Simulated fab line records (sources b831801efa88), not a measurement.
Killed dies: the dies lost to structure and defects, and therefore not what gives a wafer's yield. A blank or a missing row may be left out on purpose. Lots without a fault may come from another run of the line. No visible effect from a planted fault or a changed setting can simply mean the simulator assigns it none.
Which tool is to blame?    flow sky130    11 lots, 33 wafers sampled, at 4 steps of a route of 708

WHAT EACH GAUGE READ, for each wafer
SKY_POLY_GATE_CD_MEAS_13 targets a cd of 150 nm.
lot   measured      on         cd_nm (nm)
L841  day 16 19:46  cd_sem-02  150.2 150.9 150.2
L843  day 17 19:08  cd_sem-02  148.2 149.3 149.7
L845  day 18 01:01  cd_sem-02  151.0 149.9 150.5
L846  day 18 09:47  cd_sem-02  148.5 148.1 148.9
L847  day 18 18:36  cd_sem-01  148.0 149.5 151.6
L848  day 19 03:35  cd_sem-02  150.8 149.6 151.0
L851  day 20 08:51  cd_sem-02  151.1 152.1 151.7
L855  day 21 12:01  cd_sem-01  152.0 151.3 152.0
L857  day 22 05:23  cd_sem-02  149.2 148.7 149.0
L860  day 23 05:20  cd_sem-01  150.3 150.0 149.4
L863  day 24 09:23  cd_sem-01  147.0 149.2 149.0

SKY_SD_P_CD_MEAS_07 targets a cd of 380 nm.
lot   measured      on         cd_nm (nm)
L841  day 26 02:01  cd_sem-01  380.2 379.9 378.3
L843  day 26 23:23  cd_sem-01  382.7 383.5 380.3
L845  day 27 02:55  cd_sem-01  376.4 378.1 379.6
L846  day 27 13:53  cd_sem-01  380.0 382.0 380.4
L847  day 27 20:45  cd_sem-02  378.6 381.8 380.3
L848  day 28 03:49  cd_sem-02  373.6 377.1 379.0
L851  day 29 08:28  cd_sem-02  378.9 378.6 377.9
L855  day 30 11:34  cd_sem-01  382.2 383.2 435.5
L857  day 31 00:22  cd_sem-02  376.4 376.3 430.8
L860  day 31 22:25  cd_sem-02  379.6 377.7 378.7
L863  day 32 22:25  cd_sem-01  382.3 382.9 384.8

TOOL THAT RAN EACH LOT (tool first, then ch and the chambers of the sampled wafers, then the start)
lot   SKY_FIELD_ISO_ETCH_15              SKY_SD_P_COAT_02
L841  rie_diel-04 ch 0,3, day 2 03:56    litho_track-04 ch 0, day 25 10:37
L843  rie_diel-04 ch 0,1,2, day 2 16:56  litho_track-04 ch 0, day 26 08:12
L845  rie_diel-01 ch 0,1,3, day 3 02:43  litho_track-04 ch 0, day 26 12:37
L846  rie_diel-04 ch 0,2,3, day 3 07:26  litho_track-04 ch 0, day 26 22:57
L847  rie_diel-01 ch 1,2,3, day 3 13:04  litho_track-02 ch 0, day 27 06:09
L848  rie_diel-02 ch 0,2,3, day 3 18:31  litho_track-03 ch 0, day 27 13:08
L851  rie_diel-02 ch 1,2,3, day 4 10:55  litho_track-03 ch 0, day 28 18:10
L855  rie_diel-01 ch 1,2,3, day 5 06:32  litho_track-04 ch 0, day 29 21:01
L857  rie_diel-02 ch 0,2,3, day 5 17:59  litho_track-04 ch 0, day 30 10:13
L860  rie_diel-01 ch 2,3, day 6 07:49    litho_track-03 ch 0, day 31 09:07
L863  rie_diel-02 ch 2,3, day 7 00:26    litho_track-03 ch 0, day 32 09:10
- SKY_FIELD_ISO_ETCH_15: etches the open film in CHF3/O2, stops on Si, target depth 180 nm, time 72 s.
- SKY_SD_P_COAT_02: resist thk 1140 nm.

WHAT THE TOOLS THEMSELVES READ (means of the sampled wafers that have a number; where no wafer has one, the mark that the record gives instead)
SKY_FIELD_ISO_ETCH_15.
lot   tool         drypump_motor_current_A (A)  oes_product_au (a.u.)  throttle_valve_pct (%)
L841  rie_diel-04  5.36                         0.945                  8.841
L843  rie_diel-04  5.42                         0.944                  8.849
L845  rie_diel-01  5.59                         0.940                  8.849
L846  rie_diel-04  5.53                         0.935                  8.841
L847  rie_diel-01  5.73                         0.935                  8.839
L848  rie_diel-02  5.63                         0.952                  8.846
L851  rie_diel-02  5.59                         0.940                  8.850
L855  rie_diel-01  5.73                         0.945                  8.842
L857  rie_diel-02  5.63                         0.944                  8.850
L860  rie_diel-01  5.67                         0.943                  8.839
L863  rie_diel-02  5.50                         0.943                  8.847

THE ANSWER, worked out from the rows above alone
Rule: usual is defined by the lots themselves. Put in order of their means at a reading, lots are off if they are a third of the lots or fewer, leave a main group of 4 or more, and stand apart from it by a gap of 3 or more times the standard deviation of the main group's means; of several such gaps the widest counts. Not used: any main group whose means are identical at the precision the tables above print for the reading. A lot without any number at a reading at which 4 lots or more have one is off too. All remaining lots with rows at the step are treated as sound. The gauges are gone through in route order, then the tools' own readings, and for those a lot's mean is taken as printed above. At the first step where some lot is off, the reading lying furthest off is the one used; lots without a number count as furthest.
Off: L855, L857 (SKY_SD_P_CD_MEAS_07, cd_nm). The main group: mean 379.7 nm, standard deviation 2.
If a tool, at a process step before that reading, ran all the lots that are off and no sound lot after the first of them, it fits. Those tools and the gauges at SKY_SD_P_CD_MEAS_07 are tried in the same way. One fits: SKY_SD_P_COAT_02 on litho_track-04. Its last sound lot is L846 (day 26 22:57), its first lot that is off L855 (day 29 21:01): a fault that began between those two fits.

WHAT THE SIMULATOR HAD INSERTED
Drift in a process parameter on litho_track-04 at SKY_SD_P_COAT_02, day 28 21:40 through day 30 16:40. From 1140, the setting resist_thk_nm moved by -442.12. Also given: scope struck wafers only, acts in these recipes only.
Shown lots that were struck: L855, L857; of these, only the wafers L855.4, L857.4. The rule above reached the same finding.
